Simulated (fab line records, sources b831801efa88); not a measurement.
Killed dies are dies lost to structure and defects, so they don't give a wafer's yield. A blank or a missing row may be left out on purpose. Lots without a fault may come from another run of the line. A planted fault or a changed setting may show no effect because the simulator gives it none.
The tool behind it: which one? | flow gf180mcu | 13 lots with 39 wafers sampled at 6 steps, on a route of 602 steps

== WHAT EACH GAUGE READ, for each wafer ==
GF_STI_CD_MEAS_12 targets a cd of 220 nm. Usual: cd nm 220.1 nm, standard deviation 1.3.
lot  | measured    | on        | cd nm (nm)        | flag
L841 | day 2 02:26 | cd sem-01 | 221.3 219.6 220.8 |
L842 | day 2 09:34 | cd sem-02 | 218.0 219.0 220.7 |
L843 | day 2 15:34 | cd sem-01 | 219.4 218.9 220.8 |
L845 | day 2 22:19 | cd sem-01 | 219.6 219.3 220.2 |
L851 | day 4 06:49 | cd sem-01 | 219.9 221.0 220.7 |
L852 | day 4 09:58 | cd sem-02 | 220.9 222.5 220.5 |
L853 | day 4 15:14 | cd sem-02 | 219.8 218.2 218.2 |
L854 | day 4 20:46 | cd sem-01 | 221.7 219.7 220.1 |
L856 | day 5 06:13 | cd sem-01 | 220.2 220.8 220.6 |
L858 | day 5 17:26 | cd sem-01 | 223.6 223.3 222.2 |
L859 | day 5 22:26 | cd sem-02 | 219.5 220.4 218.9 |
L860 | day 6 05:13 | cd sem-02 | 220.1 220.6 221.3 |
L864 | day 7 00:23 | cd sem-01 | 218.1 219.0 220.8 |

GF_LVPWELL_TW_MEAS_11. Usual: for LVPWELL_TW the level is 561 and the standard deviation is 3.3.
lot  | measured    | on            | LVPWELL_TW              | flag
L841 | day 4 02:35 | film metro-01 | 554 552 552             |
L842 | day 4 06:25 | film metro-01 | 556 555 554             |
L843 | day 4 10:43 | film metro-04 | 563 559 563             |
L845 | day 4 19:07 | film metro-04 | 562 561 562             |
L851 | day 6 06:22 | film metro-01 | 575 573 576 573 576 573 | OFF
L852 | day 6 10:31 | film metro-01 | 573 574 575 571 578 574 | OFF
L853 | day 6 17:49 | film metro-01 | 561 565 561             |
L854 | day 6 22:46 | film metro-03 | 566 565 564             |
L856 | day 7 10:50 | film metro-03 | 565 564 567             |
L858 | day 7 22:13 | film metro-03 | 563 563 564             |
L859 | day 8 02:55 | film metro-03 | 559 559 563             |
L860 | day 8 10:45 | film metro-04 | 561 563 564             |
L864 | day 9 06:34 | film metro-01 | 560 561 562             |

GF_VT_IMPLANT_RS_MEAS_48: uses a four-point probe to measure. Usual: for LVPWELL_RS the level is 1197.2 ohm/sq and the standard deviation is 3.
lot  | measured     | on            | LVPWELL_RS (ohm/sq)                       | flag
L841 | day 7 20:02  | film metro-04 | 1195.8 1195.9 1195.5                      |
L842 | day 8 00:12  | film metro-01 | 1196.4 1196.5 1196.2                      |
L843 | day 8 05:20  | film metro-04 | 1195.9 1196.9 1193.0                      |
L845 | day 8 15:25  | film metro-03 | 1194.1 1194.1 1193.1                      |
L851 | day 10 09:57 | film metro-03 | 1123.6 1122.8 1123.1 1120.8 1125.2 1121.7 | OFF
L852 | day 10 16:28 | film metro-04 | 1123.5 1124.9 1121.3 1126.1 1122.1 1122.3 | OFF
L853 | day 11 00:59 | film metro-01 | 1198.1 1194.2 1194.6                      |
L854 | day 11 04:05 | film metro-04 | 1198.5 1197.8 1195.8                      |
L856 | day 11 21:28 | film metro-04 | 1198.7 1194.6 1195.9                      |
L858 | day 12 09:46 | film metro-03 | 1198.3 1197.5 1198.1                      |
L859 | day 12 17:15 | film metro-01 | 1197.3 1195.6 1198.6                      |
L860 | day 13 01:43 | film metro-03 | 1197.7 1200.5 1198.3                      |
L864 | day 14 00:20 | film metro-03 | 1194.7 1197.1 1198.4                      |

GF_PSD_RS_MEAS_14: uses a four-point probe to measure. Usual: for NSD_RS the level is 46.14 ohm/sq and the standard deviation is 0.082.
lot  | measured     | on            | NSD_RS (ohm/sq)   | flag
L841 | day 14 11:10 | film metro-02 | 46.25 46.15 46.07 |
L842 | day 14 21:41 | film metro-04 | 46.20 46.10 46.20 |
L843 | day 15 00:50 | film metro-04 | 46.10 46.08 46.14 |
L845 | day 15 14:42 | film metro-03 | 46.27 46.26 46.27 |
L851 | day 17 18:07 | film metro-02 | 45.99 46.07 46.03 |
L852 | day 18 02:09 | film metro-04 | 46.01 46.05 46.09 |
L853 | day 18 13:14 | film metro-02 | 46.15 46.23 46.12 |
L854 | day 18 17:23 | film metro-04 | 45.99 46.12 46.13 |
L856 | day 19 17:38 | film metro-02 | 46.29 46.13 46.21 |
L858 | day 20 06:35 | film metro-02 | 46.25 46.14 46.24 |
L859 | day 20 16:37 | film metro-03 | 46.18 46.15 46.08 |
L860 | day 21 01:02 | film metro-03 | 46.10 46.14 46.19 |
L864 | day 22 06:53 | film metro-02 | 46.15 46.19 46.18 |

GF_M1_OVL_MEAS_15. Usual: for M1_OVL the level is 0 nm and the standard deviation is 6.1.
lot  | measured     | on         | M1_OVL (nm) | flag
L841 | day 17 08:43 | overlay-01 | -3 1 -7     |
L842 | day 17 18:35 | overlay-02 | -5 -5 -3    |
L843 | day 17 23:11 | overlay-01 | 3 1 4       |
L845 | day 18 13:35 | overlay-02 | -4 3 6      |
L851 | day 20 21:16 | overlay-02 | -10 -5 -1   |
L852 | day 21 06:47 | overlay-02 | -4 -12 -3   |
L853 | day 21 15:56 | overlay-02 | 1 -2 0      |
L854 | day 21 21:34 | overlay-02 | 2 -4 3      |
L856 | day 22 19:26 | overlay-01 | 2 -3 3      |
L858 | day 23 08:20 | overlay-02 | 0 -1 2      |
L859 | day 23 17:17 | overlay-01 | 5 14 -8     |
L860 | day 24 01:41 | overlay-02 | 8 13 10     |
L864 | day 25 05:17 | overlay-02 | 7 6 5       |

== WHICH TOOL RAN EACH LOT (tool, then ch and the chambers of the sampled wafers, then the start) ==
lot  | GF_LVPWELL_IMPLANT_09
L841 | implanter-04 ch 0, day 4 02:20
L842 | implanter-04 ch 0, day 4 06:10
L843 | implanter-03 ch 0, day 4 10:28
L845 | implanter-03 ch 0, day 4 18:52
L851 | implanter-03 ch 0, day 6 06:07
L852 | implanter-03 ch 0, day 6 10:17
L853 | implanter-04 ch 0, day 6 17:35
L854 | implanter-02 ch 0, day 6 22:31
L856 | implanter-04 ch 0, day 7 10:36
L858 | implanter-04 ch 0, day 7 21:59
L859 | implanter-04 ch 0, day 8 02:43
L860 | implanter-04 ch 0, day 8 10:30
L864 | implanter-03 ch 0, day 9 06:19
- GF_LVPWELL_IMPLANT_09

== WHAT THE TOOLS THEMSELVES READ (means of the sampled wafers that have a number; where no wafer has one, the mark that the record gives instead) ==
GF_LVPWELL_IMPLANT_09. Usual: beam energy keV 60.003, standard deviation 0.02; dose ions cm2 4.998e+12, standard deviation 5.5e+09; faraday current uA 28.2, standard deviation 0.46.
lot  | tool         | beam energy keV | dose ions cm2 | faraday current uA | flag
L841 | implanter-04 | 60.018          | 5.003e+12     | 28.0               |
L842 | implanter-04 | 60.020          | 5.003e+12     | 28.5               |
L843 | implanter-03 | 60.008          | 5.003e+12     | 28.6               |
L845 | implanter-03 | 60.005          | 4.998e+12     | 27.9               |
L851 | implanter-03 | 60.017          | 6.895e+12     | 39.2               | OFF
L852 | implanter-03 | 60.002          | 6.892e+12     | 38.8               | OFF
L853 | implanter-04 | 59.993          | 5.000e+12     | 28.5               |
L854 | implanter-02 | 59.987          | 4.988e+12     | 27.5               |
L856 | implanter-04 | 59.994          | 4.999e+12     | 28.5               |
L858 | implanter-04 | 60.017          | 4.999e+12     | 28.1               |
L859 | implanter-04 | 60.012          | 4.998e+12     | 28.2               |
L860 | implanter-04 | 60.001          | 4.995e+12     | 28.0               |
L864 | implanter-03 | 59.967          | 4.997e+12     | 27.7               |

== THE ANSWER, worked out from the rows above alone ==
Rule: take the mean of a lot's wafers that have a number; if it is more than 3 standard deviations from the usual mean, the lot is off. A lot without any number at a reading at which 4 lots or more have one is off too. All remaining lots with rows at the step are treated as sound. First the gauges in route order, then the tools' own readings, where a lot's mean is used as printed above. At the first step where some lot is off, the reading lying furthest off is the one used; lots without a number count as furthest.
Off: at GF_LVPWELL_TW_MEAS_11 (LVPWELL_TW), L851, L852.
If a tool, at a process step before that reading, ran all the lots that are off and no sound lot after the first of them, it fits. The gauges at GF_LVPWELL_TW_MEAS_11 aren't tried: what is off there is off at GF_VT_IMPLANT_RS_MEAS_48 too, on other tools, and a gauge's error can't cause that. None of those tried fits.

== WHAT WAS PUT IN BY THE SIMULATOR ==
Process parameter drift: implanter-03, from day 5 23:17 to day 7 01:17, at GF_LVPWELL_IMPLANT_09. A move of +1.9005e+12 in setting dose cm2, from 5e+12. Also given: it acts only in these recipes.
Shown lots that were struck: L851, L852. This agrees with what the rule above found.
